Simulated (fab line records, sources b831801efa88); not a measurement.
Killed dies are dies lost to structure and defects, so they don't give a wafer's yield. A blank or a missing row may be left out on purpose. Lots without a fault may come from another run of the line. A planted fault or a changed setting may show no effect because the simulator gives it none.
A struck lot beside a sound one | flow gf180mcu | 30 steps out of a route of 602
Sound: wafers L638.1, L638.2, L638.5. Struck: wafer L633.5. (L633.2 of the same lot was not struck and is left out.) The cause comes at the end.
At each step with rows: each side's tool, then ch and its chambers, then its first start. Under that, the readings that differ: sound wafers | struck wafers | difference of the means | sigmas: that difference in standard deviations of wafers without a fault.
alike: readings whose means differ by less than 2 such deviations, and words and numbers that are the same on both sides. not compared: withheld readings, readings that some wafer has no value for, bounds like >300 that may hide the same value, and numbers for which the record gives no deviation and whose values overlap.
The two part at a step that has a row with sigmas, a row that says differs or no value, or rows on one side only. Numbers that don't overlap but have no deviation are shown without sigmas and don't part them. A reading that every wafer of one side lacks parts them only if that side has two wafers or more.

first, 3 steps without rows for these wafers: GF_PSD_EXPOSE_04 (exposes mask Pplus, target cd 400 nm); GF_PSD_PEB_05; GF_PSD_DEVELOP_06 (develop time 60 s).
GF_PSD_CD_MEAS_07: target cd 400 nm.
  sound on cd_sem-02, day 21 03:29; struck on cd_sem-01, day 19 11:25
  alike: cd_nm
GF_PSD_OVL_MEAS_08:
  sound on overlay-02, day 21 03:36; struck on overlay-01, day 19 11:31
  alike: PSD_OVL
then, 1 step without rows for these wafers: GF_PSD_IMPLANT_09.
GF_PSD_STRIP_10: strips in O2/N2.
  sound on plasma_asher-02 ch 0,1, day 21 03:56; struck on plasma_asher-02 ch 1, day 19 11:42
  alike: drypump_motor_current_A, heater_power_w, oes_product_au, strip_time_to_endpoint_s
  not compared: rf_hours_counter_h
GF_PSD_TW_MEAS_11:
  sound on film_metro-01, day 21 04:02; struck on film_metro-01, day 19 11:49
  alike: PSD_TW
then, 1 step without rows for these wafers: GF_PSD_CLEAN_12 (cleans in SC1/SC2, time 150 s).
GF_PSD_RTA_13: time 20 s.
  sound on rtp_anneal-02 ch 0, day 21 04:08; struck on rtp_anneal-02 ch 0, day 19 11:56
  alike: chamber_o2_ppm, lamp_power_pct, wafer_temp_C_max
GF_PSD_RS_MEAS_14: measures by four-point-probe.
  sound on film_metro-01, day 21 04:14; struck on film_metro-01, day 19 12:01
  alike: NSD_RS
GF_PSD_RS_MEAS_15: measures by four-point-probe.
  sound on film_metro-01, day 21 04:21; struck on film_metro-01, day 19 12:08
  alike: PSD_RS
GF_SAB_CVD_00: deposits SiO2 from TEOS, target thk 50 nm, time 4.9302 s.
  sound on pecvd-01 ch 0,1,2, day 21 04:28; struck on pecvd-04 ch 2, day 19 12:14
  reading                              | sound             | struck | difference | sigmas
  model.SiO2_of_SAB_CVD_00.thk_nm (nm) | 50.08 48.71 50.31 | 43.58  | -6.12      |
  alike: heater_power_w
GF_SAB_THK_MEAS_01:
  sound on film_metro-02, day 21 04:29; struck on film_metro-02, day 19 12:16
  reading             | sound          | struck | difference | sigmas
  SAB_CVD_00_THK (nm) | 50.1 48.7 50.3 | 43.5   | -6.2       | -8
then, 7 steps without rows for these wafers: GF_SAB_DEHYDRATE_02 (time 60 s); GF_SAB_HMDS_03 (prime time 60 s); GF_SAB_COAT_04 (resist thk 1000 nm); GF_SAB_SOFTBAKE_05 (time 60 s); GF_SAB_EXPOSE_06 (exposes mask SAB, target cd 420 nm); GF_SAB_PEB_07; GF_SAB_DEVELOP_08 (develop time 60 s).
GF_SAB_CD_MEAS_09: target cd 420 nm.
  sound on cd_sem-02, day 22 03:44; struck on cd_sem-02, day 20 12:37
  alike: cd_nm
GF_SAB_OVL_MEAS_10:
  sound on overlay-01, day 22 03:51; struck on overlay-01, day 20 12:43
  reading      | sound          | struck | difference | sigmas
  SAB_OVL (nm) | -3.7 -4.0 -2.2 | -0.1   | +3.2       | +2
GF_SAB_ETCH_11: etches SiO2 in C4F8/O2/Ar, target depth 55 nm, time 8.5 s.
  sound on rie_diel-02 ch 0,1,2, day 22 03:53; struck on rie_diel-03 ch 0, day 20 12:45
  alike: oes_product_au
  not compared: rf_hours_counter_h
then, 1 step without rows for these wafers: GF_SAB_WET_ETCH_12 (etches SiO2 in dHF, target depth 22 nm, time 440 s).
GF_SAB_STRIP_13: strips in O2/N2.
  sound on plasma_asher-03 ch 0,1, day 22 04:03; struck on plasma_asher-01 ch 1, day 20 12:54
  reading                      | sound             | struck | difference | sigmas
  strip_time_to_endpoint_s (s) | 12.61 12.61 12.57 | 12.52  | -0.08      | -2
  alike: drypump_motor_current_A, heater_power_w, oes_product_au
  not compared: rf_hours_counter_h
then, 1 step without rows for these wafers: GF_SALICIDE_CLEAN_00 (cleans in SC1/SC2, time 150 s).
GF_SALICIDE_WET_ETCH_01: etches SiO2 in dHF, target depth 5 nm, time 100 s.
  sound on wet_bench-03 ch 2, day 22 04:12; struck on wet_bench-03 ch 2, day 20 13:04
  reading                              | sound             | struck | difference | sigmas
  model.SiO2_of_SAB_CVD_00.thk_nm (nm) | 39.54 38.17 39.78 | 32.75  | -6.41      |
GF_SALICIDE_SPUTTER_02: material Co, target thk 10 nm, time 20 s.
  sound on pvd_sputter-03, day 22 04:14; struck on pvd_sputter-01, day 20 13:06
  alike: cathode_dc_power_W, throttle_valve_pct
-- the record jumps here: 13 days lie between the struck wafers' starts before and after (it left off in module SALICIDE and takes up again in module PASSIVATION, whose first step shown is number 602 of the route) --
GF_PASSIVATION_PROBE_99:
  the record has rows for the struck wafers here (prober-01, day 33 06:58) and none for the sound ones

WHERE THEY PART
First at GF_SAB_THK_MEAS_01; last, within this record, at GF_PASSIVATION_PROBE_99.

WHY: what the simulator had put in
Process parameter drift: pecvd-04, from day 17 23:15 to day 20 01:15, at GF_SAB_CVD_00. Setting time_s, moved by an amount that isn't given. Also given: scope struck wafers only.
